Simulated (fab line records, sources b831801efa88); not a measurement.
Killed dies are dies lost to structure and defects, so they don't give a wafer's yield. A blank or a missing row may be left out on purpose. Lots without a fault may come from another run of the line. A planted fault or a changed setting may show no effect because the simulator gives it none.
A struck lot beside a sound one | flow gf180mcu | 15 steps out of a route of 602
Sound: wafers L791.1, L791.5, L791.6. Struck: wafers L785.1, L785.2, L785.3. The cause comes at the end.
At each step with rows: each side's tool, then ch and its chambers, then its first start. Under that, the readings that differ: sound wafers | struck wafers | difference of the means | sigmas: that difference in standard deviations of wafers without a fault.
alike: readings whose means differ by less than 2 such deviations, and words and numbers that are the same on both sides. not compared: withheld readings, readings that some wafer has no value for, bounds like >300 that may hide the same value, and numbers for which the record gives no deviation and whose values overlap.
The two part at a step that has a row with sigmas, a row that says differs or no value, or rows on one side only. Numbers that don't overlap but have no deviation are shown without sigmas and don't part them. A reading that every wafer of one side lacks parts them only if that side has two wafers or more.

first, 1 step without rows for these wafers: GF_HV_LDD_IMPLANT_09.
GF_HV_LDD_STRIP_10: strips in O2/N2.
  sound on plasma_asher-01 ch 0,1, day 15 11:24; struck on plasma_asher-03 ch 0,1, day 13 14:34
  alike: chamber_pressure_mTorr, drypump_motor_current_A, heater_power_w, oes_product_au, strip_time_to_endpoint_s
  not compared: rf_hours_counter_h
GF_HV_LDD_TW_MEAS_11:
  sound on film_metro-04, day 15 11:30; struck on film_metro-03, day 13 14:46
  alike: HV_LDD_TW
then, 7 steps without rows for these wafers: GF_HV_LDD_DEHYDRATE_12 (time 60 s); GF_HV_LDD_HMDS_13 (prime time 60 s); GF_HV_LDD_COAT_14 (resist thk 1000 nm); GF_HV_LDD_SOFTBAKE_15 (time 60 s); GF_HV_LDD_EXPOSE_16 (exposes mask Pplus LV AREA, target cd 400 nm); GF_HV_LDD_PEB_17; GF_HV_LDD_DEVELOP_18 (develop time 60 s).
GF_HV_LDD_CD_MEAS_19: target cd 400 nm.
  sound on cd_sem-01, day 16 09:46; struck on cd_sem-02, day 14 10:58
  alike: cd_nm
GF_HV_LDD_OVL_MEAS_20:
  sound on overlay-02, day 16 09:53; struck on overlay-01, day 14 11:05
  alike: HV_LDD_01_OVL
GF_HV_LDD_IMPLANT_21:
  sound on implanter-02 ch 0, day 16 10:02; struck on implanter-04 ch 0, day 14 11:07
  reading                   | sound                | struck               | difference | sigmas
  beam_energy_keV           | 24.987 24.993 24.984 | 25.809 25.813 25.804 | +0.821     | +98
  model.implant.drp_nm (nm) | 11.41 11.41 11.41    | 11.67 11.67 11.67    | +0.26      |
GF_HV_LDD_STRIP_22: strips in O2/N2.
  sound on plasma_asher-03 ch 0,1, day 16 10:11; struck on plasma_asher-03 ch 0,1, day 14 11:16
  reading                      | sound                | struck               | difference | sigmas
  strip_time_to_endpoint_s (s) | 12.622 12.597 12.604 | 12.654 12.685 12.655 | +0.057     | +2
  alike: chamber_pressure_mTorr, drypump_motor_current_A, heater_power_w, oes_product_au
  not compared: rf_hours_counter_h
-- the record jumps here: 18 days lie between the struck wafers' starts before and after (it left off in module HV_LDD and takes up again in module PASSIVATION, whose first step shown is number 602 of the route) --
GF_PASSIVATION_PROBE_99:
  the record has rows for the struck wafers here (prober-02, day 32 12:14) and none for the sound ones

WHERE THEY PART
First at GF_HV_LDD_IMPLANT_21; last, within this record, at GF_PASSIVATION_PROBE_99.

WHY: what the simulator had put in
Process parameter drift: implanter-04, from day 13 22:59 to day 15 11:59, at GF_HV_LDD_IMPLANT_21. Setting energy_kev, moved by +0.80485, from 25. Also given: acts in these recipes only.
